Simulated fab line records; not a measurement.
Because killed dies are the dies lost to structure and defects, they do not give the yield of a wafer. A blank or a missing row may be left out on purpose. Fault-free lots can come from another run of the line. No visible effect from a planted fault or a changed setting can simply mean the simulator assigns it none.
What tool caused it? / flow sky130 / 15 lots with 42 wafers sampled at 6 steps, on a route of 708 steps

## WHAT THE GAUGES READ, wafer by wafer
SKY_LI_CONTACT_OVL_MEAS_13.
lot=L707; measured=day 28 08:36; on=overlay-01; LI_CONTACT_OVL (nm)=6 4 6
lot=L708; measured=day 28 21:50; on=overlay-02; LI_CONTACT_OVL (nm)=-2 -8 -5
lot=L709; measured=day 29 03:17; on=overlay-02; LI_CONTACT_OVL (nm)=9 5 6
lot=L711; measured=day 30 05:42; on=overlay-02; LI_CONTACT_OVL (nm)=3 0 0
lot=L712; measured=day 30 07:24; on=overlay-02; LI_CONTACT_OVL (nm)=4 1 -1
lot=L713; measured=day 30 15:21; on=overlay-01; LI_CONTACT_OVL (nm)=1 0 4
lot=L716; measured=day 31 21:03; on=overlay-02; LI_CONTACT_OVL (nm)=1 3 5
lot=L717; measured=day 32 04:11; on=overlay-01; LI_CONTACT_OVL (nm)=3 0 3
lot=L719; measured=day 32 18:36; on=overlay-01; LI_CONTACT_OVL (nm)=-3 0 2
lot=L720; measured=day 33 20:54; on=overlay-01; LI_CONTACT_OVL (nm)=-4 -4 -11
lot=L723; measured=day 35 13:43; on=overlay-01; LI_CONTACT_OVL (nm)=-4 3
lot=L724; measured=day 35 14:52; on=overlay-02; LI_CONTACT_OVL (nm)=3 4
lot=L728; measured=day 36 16:20; on=overlay-02; LI_CONTACT_OVL (nm)=4 1 6
lot=L727; measured=day 36 22:36; on=overlay-01; LI_CONTACT_OVL (nm)=-7 -4
lot=L730; measured=day 37 01:33; on=overlay-01; LI_CONTACT_OVL (nm)=3 2 0

SKY_CONTACT_THK_MEAS_01.
lot=L707; measured=day 29 15:05; on=filmMetro-04; CONTACT_CVD_00_THK (nm)=74.0 75.2 75.1
lot=L708; measured=day 30 02:47; on=filmMetro-02; CONTACT_CVD_00_THK (nm)=73.9 74.4 76.2
lot=L709; measured=day 30 09:33; on=filmMetro-04; CONTACT_CVD_00_THK (nm)=76.2 76.7 76.2
lot=L711; measured=day 31 11:22; on=filmMetro-04; CONTACT_CVD_00_THK (nm)=75.0 74.3 75.3
lot=L712; measured=day 31 13:11; on=filmMetro-03; CONTACT_CVD_00_THK (nm)=75.9 76.4 76.8
lot=L713; measured=day 31 21:02; on=filmMetro-04; CONTACT_CVD_00_THK (nm)=75.5 74.7 76.7
lot=L716; measured=day 33 02:08; on=filmMetro-02; CONTACT_CVD_00_THK (nm)=74.5 74.7 75.0
lot=L717; measured=day 33 08:42; on=filmMetro-03; CONTACT_CVD_00_THK (nm)=74.6 75.5 75.2
lot=L719; measured=day 33 23:01; on=filmMetro-04; CONTACT_CVD_00_THK (nm)=73.6 74.3 73.4
lot=L720; measured=day 35 01:38; on=filmMetro-02; CONTACT_CVD_00_THK (nm)=75.7 75.2 76.4
lot=L723; measured=day 36 17:29; on=filmMetro-04; CONTACT_CVD_00_THK (nm)=74.4 74.9
lot=L724; measured=day 36 18:37; on=filmMetro-04; CONTACT_CVD_00_THK (nm)=75.7 75.9
lot=L728; measured=day 37 20:08; on=filmMetro-03; CONTACT_CVD_00_THK (nm)=73.5 74.8 75.7
lot=L727; measured=day 38 03:14; on=filmMetro-04; CONTACT_CVD_00_THK (nm)=73.7 74.3
lot=L730; measured=day 38 05:23; on=filmMetro-03; CONTACT_CVD_00_THK (nm)=74.4 73.9 75.2

SKY_CONTACT_THK_MEAS_03.
lot=L707; measured=day 29 15:13; on=filmMetro-03; CONTACT_HDPCVD_THK (nm)=565 559 572
lot=L708; measured=day 30 02:55; on=filmMetro-02; CONTACT_HDPCVD_THK (nm)=579 573 571
lot=L709; measured=day 30 09:41; on=filmMetro-03; CONTACT_HDPCVD_THK (nm)=573 574 577
lot=L711; measured=day 31 11:29; on=filmMetro-03; CONTACT_HDPCVD_THK (nm)=564 576 571
lot=L712; measured=day 31 13:19; on=filmMetro-03; CONTACT_HDPCVD_THK (nm)=567 564 569
lot=L713; measured=day 31 21:10; on=filmMetro-04; CONTACT_HDPCVD_THK (nm)=569 562 561
lot=L716; measured=day 33 02:16; on=filmMetro-03; CONTACT_HDPCVD_THK (nm)=569 570 569
lot=L717; measured=day 33 08:50; on=filmMetro-04; CONTACT_HDPCVD_THK (nm)=572 564 564
lot=L719; measured=day 33 23:08; on=filmMetro-03; CONTACT_HDPCVD_THK (nm)=565 562 565
lot=L720; measured=day 35 01:46; on=filmMetro-04; CONTACT_HDPCVD_THK (nm)=567 574 573
lot=L723; measured=day 36 17:37; on=filmMetro-02; CONTACT_HDPCVD_THK (nm)=568 565
lot=L724; measured=day 36 18:45; on=filmMetro-03; CONTACT_HDPCVD_THK (nm)=565 562
lot=L728; measured=day 37 20:16; on=filmMetro-04; CONTACT_HDPCVD_THK (nm)=572 574 583
lot=L727; measured=day 38 03:22; on=filmMetro-03; CONTACT_HDPCVD_THK (nm)=575 573
lot=L730; measured=day 38 05:31; on=filmMetro-02; CONTACT_HDPCVD_THK (nm)=562 568 565

## WHICH TOOL RAN EACH LOT (tool, then ch and the chambers of the sampled wafers, then the start)
lot=L707; SKY_LOCAL_INTERCONNECT_COAT_05=lithoTrack-01 ch 0, day 29 00:22; SKY_LOCAL_INTERCONNECT_ETCH_13=rieMetal-02 ch 0, day 29 14:13; SKY_LOCAL_INTERCONNECT_STRIP_15=plasmaAsher-02 ch 0,1, day 29 14:26
lot=L708; SKY_LOCAL_INTERCONNECT_COAT_05=lithoTrack-01 ch 0, day 29 11:22; SKY_LOCAL_INTERCONNECT_ETCH_13=rieMetal-01 ch 1, day 30 01:59; SKY_LOCAL_INTERCONNECT_STRIP_15=plasmaAsher-04 ch 0,1, day 30 02:08
lot=L709; SKY_LOCAL_INTERCONNECT_COAT_05=lithoTrack-03 ch 0, day 29 18:02; SKY_LOCAL_INTERCONNECT_ETCH_13=rieMetal-02 ch 0,1, day 30 08:46; SKY_LOCAL_INTERCONNECT_STRIP_15=plasmaAsher-01 ch 0,1, day 30 08:53
lot=L711; SKY_LOCAL_INTERCONNECT_COAT_05=lithoTrack-02 ch 0, day 30 19:49; SKY_LOCAL_INTERCONNECT_ETCH_13=rieMetal-03 ch 0,1, day 31 10:35; SKY_LOCAL_INTERCONNECT_STRIP_15=plasmaAsher-02 ch 0,1, day 31 10:42
lot=L712; SKY_LOCAL_INTERCONNECT_COAT_05=lithoTrack-01 ch 0, day 30 21:55; SKY_LOCAL_INTERCONNECT_ETCH_13=rieMetal-02 ch 0, day 31 12:26; SKY_LOCAL_INTERCONNECT_STRIP_15=plasmaAsher-01 ch 0, day 31 12:33
lot=L713; SKY_LOCAL_INTERCONNECT_COAT_05=lithoTrack-01 ch 0, day 31 06:59; SKY_LOCAL_INTERCONNECT_ETCH_13=rieMetal-01 ch 0,1, day 31 20:17; SKY_LOCAL_INTERCONNECT_STRIP_15=plasmaAsher-04 ch 0,1, day 31 20:24
lot=L716; SKY_LOCAL_INTERCONNECT_COAT_05=lithoTrack-01 ch 0, day 32 12:10; SKY_LOCAL_INTERCONNECT_ETCH_13=rieMetal-02 ch 0,1, day 33 01:23; SKY_LOCAL_INTERCONNECT_STRIP_15=plasmaAsher-01 ch 0,1, day 33 01:29
lot=L717; SKY_LOCAL_INTERCONNECT_COAT_05=lithoTrack-01 ch 0, day 32 18:34; SKY_LOCAL_INTERCONNECT_ETCH_13=rieMetal-01 ch 0,1, day 33 07:57; SKY_LOCAL_INTERCONNECT_STRIP_15=plasmaAsher-01 ch 0,1, day 33 08:05
lot=L719; SKY_LOCAL_INTERCONNECT_COAT_05=lithoTrack-01 ch 0, day 33 08:38; SKY_LOCAL_INTERCONNECT_ETCH_13=rieMetal-02 ch 0,1, day 33 22:12; SKY_LOCAL_INTERCONNECT_STRIP_15=plasmaAsher-01 ch 0,1, day 33 22:19
lot=L720; SKY_LOCAL_INTERCONNECT_COAT_05=lithoTrack-03 ch 0, day 34 10:59; SKY_LOCAL_INTERCONNECT_ETCH_13=rieMetal-03 ch 0, day 35 00:53; SKY_LOCAL_INTERCONNECT_STRIP_15=plasmaAsher-01 ch 0,1, day 35 01:00
lot=L723; SKY_LOCAL_INTERCONNECT_COAT_05=lithoTrack-03 ch 0, day 36 04:10; SKY_LOCAL_INTERCONNECT_ETCH_13=rieMetal-01 ch 0, day 36 16:44; SKY_LOCAL_INTERCONNECT_STRIP_15=plasmaAsher-04 ch 0,1, day 36 16:50
lot=L724; SKY_LOCAL_INTERCONNECT_COAT_05=lithoTrack-03 ch 0, day 36 05:02; SKY_LOCAL_INTERCONNECT_ETCH_13=rieMetal-03 ch 0,1, day 36 17:53; SKY_LOCAL_INTERCONNECT_STRIP_15=plasmaAsher-04 ch 0,1, day 36 18:01
lot=L728; SKY_LOCAL_INTERCONNECT_COAT_05=lithoTrack-02 ch 0, day 37 07:13; SKY_LOCAL_INTERCONNECT_ETCH_13=rieMetal-01 ch 0,1, day 37 19:24; SKY_LOCAL_INTERCONNECT_STRIP_15=plasmaAsher-01 ch 0,1, day 37 19:31
lot=L727; SKY_LOCAL_INTERCONNECT_COAT_05=lithoTrack-03 ch 0, day 37 12:31; SKY_LOCAL_INTERCONNECT_ETCH_13=rieMetal-01 ch 0,1, day 38 02:29; SKY_LOCAL_INTERCONNECT_STRIP_15=plasmaAsher-04 ch 0,1, day 38 02:36
lot=L730; SKY_LOCAL_INTERCONNECT_COAT_05=lithoTrack-02 ch 0, day 37 15:01; SKY_LOCAL_INTERCONNECT_ETCH_13=rieMetal-03 ch 0,1, day 38 04:36; SKY_LOCAL_INTERCONNECT_STRIP_15=plasmaAsher-04 ch 0,1, day 38 04:43
- SKY_LOCAL_INTERCONNECT_COAT_05: resist thk 60 nm.
- SKY_LOCAL_INTERCONNECT_ETCH_13: etches BARC in N2/H2, stops on SiO2, time 45.9 s, target depth 60 nm.
- SKY_LOCAL_INTERCONNECT_STRIP_15: strips in O2/N2.

## AS READ BY THE TOOLS THEMSELVES (means over the sampled wafers that have a number; for cases with no such wafer, the mark the record gives instead)
SKY_LOCAL_INTERCONNECT_COAT_05.
lot=L707; tool=lithoTrack-01; dispensePressureKPa (kPa)=46.3
lot=L708; tool=lithoTrack-01; dispensePressureKPa (kPa)=46.3
lot=L709; tool=lithoTrack-03; dispensePressureKPa (kPa)=49.8
lot=L711; tool=lithoTrack-02; dispensePressureKPa (kPa)=49.9
lot=L712; tool=lithoTrack-01; dispensePressureKPa (kPa)=46.3
lot=L713; tool=lithoTrack-01; dispensePressureKPa (kPa)=46.3
lot=L716; tool=lithoTrack-01; dispensePressureKPa (kPa)=46.3
lot=L717; tool=lithoTrack-01; dispensePressureKPa (kPa)=46.3
lot=L719; tool=lithoTrack-01; dispensePressureKPa (kPa)=46.3
lot=L720; tool=lithoTrack-03; dispensePressureKPa (kPa)=49.8
lot=L723; tool=lithoTrack-03; dispensePressureKPa (kPa)=49.8
lot=L724; tool=lithoTrack-03; dispensePressureKPa (kPa)=49.8
lot=L728; tool=lithoTrack-02; dispensePressureKPa (kPa)=49.9
lot=L727; tool=lithoTrack-03; dispensePressureKPa (kPa)=49.8
lot=L730; tool=lithoTrack-02; dispensePressureKPa (kPa)=49.9

SKY_LOCAL_INTERCONNECT_ETCH_13.
lot=L707; tool=rieMetal-02; drypumpMotorCurrentA (A)=5.4; n2FlowSccm (sccm)=100.27; oesProductAu (a.u.)=0.855; throttleValvePct (%)=13.231
lot=L708; tool=rieMetal-01; drypumpMotorCurrentA (A)=5.5; n2FlowSccm (sccm)=100.03; oesProductAu (a.u.)=0.850; throttleValvePct (%)=13.226
lot=L709; tool=rieMetal-02; drypumpMotorCurrentA (A)=5.6; n2FlowSccm (sccm)=100.05; oesProductAu (a.u.)=0.854; throttleValvePct (%)=13.225
lot=L711; tool=rieMetal-03; drypumpMotorCurrentA (A)=6.6; n2FlowSccm (sccm)=99.65; oesProductAu (a.u.)=0.851; throttleValvePct (%)=13.223
lot=L712; tool=rieMetal-02; drypumpMotorCurrentA (A)=5.4; n2FlowSccm (sccm)=99.98; oesProductAu (a.u.)=0.855; throttleValvePct (%)=13.219
lot=L713; tool=rieMetal-01; drypumpMotorCurrentA (A)=5.6; n2FlowSccm (sccm)=99.97; oesProductAu (a.u.)=0.852; throttleValvePct (%)=13.228
lot=L716; tool=rieMetal-02; drypumpMotorCurrentA (A)=5.6; n2FlowSccm (sccm)=99.98; oesProductAu (a.u.)=0.854; throttleValvePct (%)=13.230
lot=L717; tool=rieMetal-01; drypumpMotorCurrentA (A)=5.6; n2FlowSccm (sccm)=100.34; oesProductAu (a.u.)=0.859; throttleValvePct (%)=13.222
lot=L719; tool=rieMetal-02; drypumpMotorCurrentA (A)=5.6; n2FlowSccm (sccm)=99.82; oesProductAu (a.u.)=0.855; throttleValvePct (%)=13.225
lot=L720; tool=rieMetal-03; drypumpMotorCurrentA (A)=6.1; n2FlowSccm (sccm)=100.07; oesProductAu (a.u.)=0.855; throttleValvePct (%)=13.233
lot=L723; tool=rieMetal-01; drypumpMotorCurrentA (A)=5.7; n2FlowSccm (sccm)=99.68; oesProductAu (a.u.)=0.952; throttleValvePct (%)=13.235
lot=L724; tool=rieMetal-03; drypumpMotorCurrentA (A)=6.4; n2FlowSccm (sccm)=99.93; oesProductAu (a.u.)=0.903; throttleValvePct (%)=13.226
lot=L728; tool=rieMetal-01; drypumpMotorCurrentA (A)=5.6; n2FlowSccm (sccm)=99.55; oesProductAu (a.u.)=0.852; throttleValvePct (%)=13.226
lot=L727; tool=rieMetal-01; drypumpMotorCurrentA (A)=5.6; n2FlowSccm (sccm)=100.10; oesProductAu (a.u.)=0.901; throttleValvePct (%)=13.229
lot=L730; tool=rieMetal-03; drypumpMotorCurrentA (A)=6.3; n2FlowSccm (sccm)=100.06; oesProductAu (a.u.)=0.856; throttleValvePct (%)=13.235

SKY_LOCAL_INTERCONNECT_STRIP_15.
lot=L707; tool=plasmaAsher-02; drypumpMotorCurrentA (A)=6.0; n2FlowSccm (sccm)=299.6; oesProductAu (a.u.)=0.429; stripTimeToEndpointS (s)=4.736
lot=L708; tool=plasmaAsher-04; drypumpMotorCurrentA (A)=5.8; n2FlowSccm (sccm)=299.2; oesProductAu (a.u.)=0.426; stripTimeToEndpointS (s)=4.715
lot=L709; tool=plasmaAsher-01; drypumpMotorCurrentA (A)=5.9; n2FlowSccm (sccm)=300.5; oesProductAu (a.u.)=0.426; stripTimeToEndpointS (s)=4.733
lot=L711; tool=plasmaAsher-02; drypumpMotorCurrentA (A)=6.1; n2FlowSccm (sccm)=299.2; oesProductAu (a.u.)=0.427; stripTimeToEndpointS (s)=4.733
lot=L712; tool=plasmaAsher-01; drypumpMotorCurrentA (A)=5.5; n2FlowSccm (sccm)=300.2; oesProductAu (a.u.)=0.428; stripTimeToEndpointS (s)=4.718
lot=L713; tool=plasmaAsher-04; drypumpMotorCurrentA (A)=5.8; n2FlowSccm (sccm)=299.5; oesProductAu (a.u.)=0.424; stripTimeToEndpointS (s)=4.738
lot=L716; tool=plasmaAsher-01; drypumpMotorCurrentA (A)=6.3; n2FlowSccm (sccm)=300.1; oesProductAu (a.u.)=0.428; stripTimeToEndpointS (s)=4.730
lot=L717; tool=plasmaAsher-01; drypumpMotorCurrentA (A)=5.9; n2FlowSccm (sccm)=300.9; oesProductAu (a.u.)=0.422; stripTimeToEndpointS (s)=4.743
lot=L719; tool=plasmaAsher-01; drypumpMotorCurrentA (A)=6.3; n2FlowSccm (sccm)=299.6; oesProductAu (a.u.)=0.429; stripTimeToEndpointS (s)=4.725
lot=L720; tool=plasmaAsher-01; drypumpMotorCurrentA (A)=5.9; n2FlowSccm (sccm)=300.4; oesProductAu (a.u.)=0.426; stripTimeToEndpointS (s)=4.720
lot=L723; tool=plasmaAsher-04; drypumpMotorCurrentA (A)=5.8; n2FlowSccm (sccm)=300.9; oesProductAu (a.u.)=0.434; stripTimeToEndpointS (s)=4.922
lot=L724; tool=plasmaAsher-04; drypumpMotorCurrentA (A)=5.8; n2FlowSccm (sccm)=298.6; oesProductAu (a.u.)=0.426; stripTimeToEndpointS (s)=4.799
lot=L728; tool=plasmaAsher-01; drypumpMotorCurrentA (A)=5.9; n2FlowSccm (sccm)=299.6; oesProductAu (a.u.)=0.427; stripTimeToEndpointS (s)=4.729
lot=L727; tool=plasmaAsher-04; drypumpMotorCurrentA (A)=5.8; n2FlowSccm (sccm)=299.9; oesProductAu (a.u.)=0.427; stripTimeToEndpointS (s)=4.795
lot=L730; tool=plasmaAsher-04; drypumpMotorCurrentA (A)=5.8; n2FlowSccm (sccm)=299.8; oesProductAu (a.u.)=0.425; stripTimeToEndpointS (s)=4.737

## THE ANSWER, worked out from the rows above alone
Rule: usual is defined by the lots themselves. The widest of any qualifying gaps counts: lots, ordered by their means at a reading, are off when they make up no more than a third of the lots, leave a main group of 4 or more, and stand apart from it by 3 or more times the standard deviation of that group's means. The tables above print the reading to a certain number of digits; a main group whose means all agree to those digits is not used. A lot without any number at a reading at which 4 lots or more have one is off too. All remaining lots with rows at the step are treated as sound. The gauges are gone through in route order, then the tools' own readings, and for those a lot's mean is taken as printed above. At the first step where some lot is off, the reading lying furthest off is the one used; lots without a number count as furthest.
Off at SKY_LOCAL_INTERCONNECT_ETCH_13 (oesProductAu): L723, L724, L727. The main group: mean 0.854 a.u., standard deviation 0.0023.
A tool fits if, at that step or a process step before it, it ran every lot that is off, and no sound lot after the first of them. One fits: SKY_LOCAL_INTERCONNECT_COAT_05 on lithoTrack-03. Its last sound lot is L720 (day 34 10:59), its first lot that is off L723 (day 36 04:10): a fault that began between those two fits.

## WHAT THE SIMULATOR HAD PUT IN
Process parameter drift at SKY_LOCAL_INTERCONNECT_COAT_05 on lithoTrack-03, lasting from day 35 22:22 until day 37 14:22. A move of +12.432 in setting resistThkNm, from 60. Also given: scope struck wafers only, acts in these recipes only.
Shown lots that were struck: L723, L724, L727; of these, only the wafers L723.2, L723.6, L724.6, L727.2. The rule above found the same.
